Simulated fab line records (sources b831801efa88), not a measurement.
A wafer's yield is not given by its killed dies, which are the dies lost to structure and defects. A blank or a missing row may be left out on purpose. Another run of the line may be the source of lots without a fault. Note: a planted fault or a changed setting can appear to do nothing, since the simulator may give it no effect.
What tool caused it? :: flow gf180mcu :: 36 wafers from 12 lots sampled at 2 of the route's 602 steps

WHAT EACH GAUGE READ, for each wafer
GF_V2_THK_MEAS_03.
lot: L075
measured: day 19 19:22
on: film-metro-04
V2_CVD_02_THK (nm): 830 848 838

lot: L077
measured: day 20 12:53
on: film-metro-02
V2_CVD_02_THK (nm): 834 826 855

lot: L079
measured: day 21 07:23
on: film-metro-02
V2_CVD_02_THK (nm): 855 854 863

lot: L081
measured: day 22 06:28
on: film-metro-01
V2_CVD_02_THK (nm): 845 845 850

lot: L083
measured: day 22 10:55
on: film-metro-02
V2_CVD_02_THK (nm): 843 852 852

lot: L085
measured: day 23 13:25
on: film-metro-02
V2_CVD_02_THK (nm): 851 863 869

lot: L087
measured: day 24 04:56
on: film-metro-04
V2_CVD_02_THK (nm): 851 856 858

lot: L089
measured: day 24 18:07
on: film-metro-01
V2_CVD_02_THK (nm): 841 848 851

lot: L091
measured: day 25 17:08
on: film-metro-04
V2_CVD_02_THK (nm): 850 850 862

lot: L093
measured: day 26 05:19
on: film-metro-01
V2_CVD_02_THK (nm): 852 836 861

lot: L095
measured: day 26 21:09
on: film-metro-01
V2_CVD_02_THK (nm): 879 870 859

lot: L097
measured: day 27 07:58
on: film-metro-04
V2_CVD_02_THK (nm): 848 835 850

TOOL THAT RAN EACH LOT (tool first, then ch and the chambers of the sampled wafers, then the start)
lot: L075
GF_V1_SPUTTER_22: pvd-sputter-04, day 18 16:22

lot: L077
GF_V1_SPUTTER_22: pvd-sputter-04, day 19 09:59

lot: L079
GF_V1_SPUTTER_22: pvd-sputter-04, day 20 05:17

lot: L081
GF_V1_SPUTTER_22: pvd-sputter-03, day 21 04:28

lot: L083
GF_V1_SPUTTER_22: pvd-sputter-04, day 21 09:28

lot: L085
GF_V1_SPUTTER_22: pvd-sputter-04, day 22 12:13

lot: L087
GF_V1_SPUTTER_22: pvd-sputter-04, day 23 04:07

lot: L089
GF_V1_SPUTTER_22: pvd-sputter-03, day 23 18:14

lot: L091
GF_V1_SPUTTER_22: pvd-sputter-03, day 24 17:48

lot: L093
GF_V1_SPUTTER_22: pvd-sputter-03, day 25 05:39

lot: L095
GF_V1_SPUTTER_22: pvd-sputter-04, day 25 22:53

lot: L097
GF_V1_SPUTTER_22: pvd-sputter-04, day 26 10:01
- GF_V1_SPUTTER_22: material TiN, target thk 10 nm, time 40 s.

THE ANSWER, worked out from the rows above alone
Rule: the usual values come from the lots themselves. The widest of any qualifying gaps counts: lots, ordered by their means at a reading, are off when they make up no more than a third of the lots, leave a main group of 4 or more, and stand apart from it by 3 or more times the standard deviation of that group's means. The tables above print the reading to a certain number of digits; a main group whose means all agree to those digits is not used. Also off: a lot with no number at a reading for which 4 or more lots have one. The other lots that the step has rows for count as sound.
Across all readings shown, no lot is off: no conclusion can be drawn from this.

WHAT THE SIMULATOR HAD INSERTED
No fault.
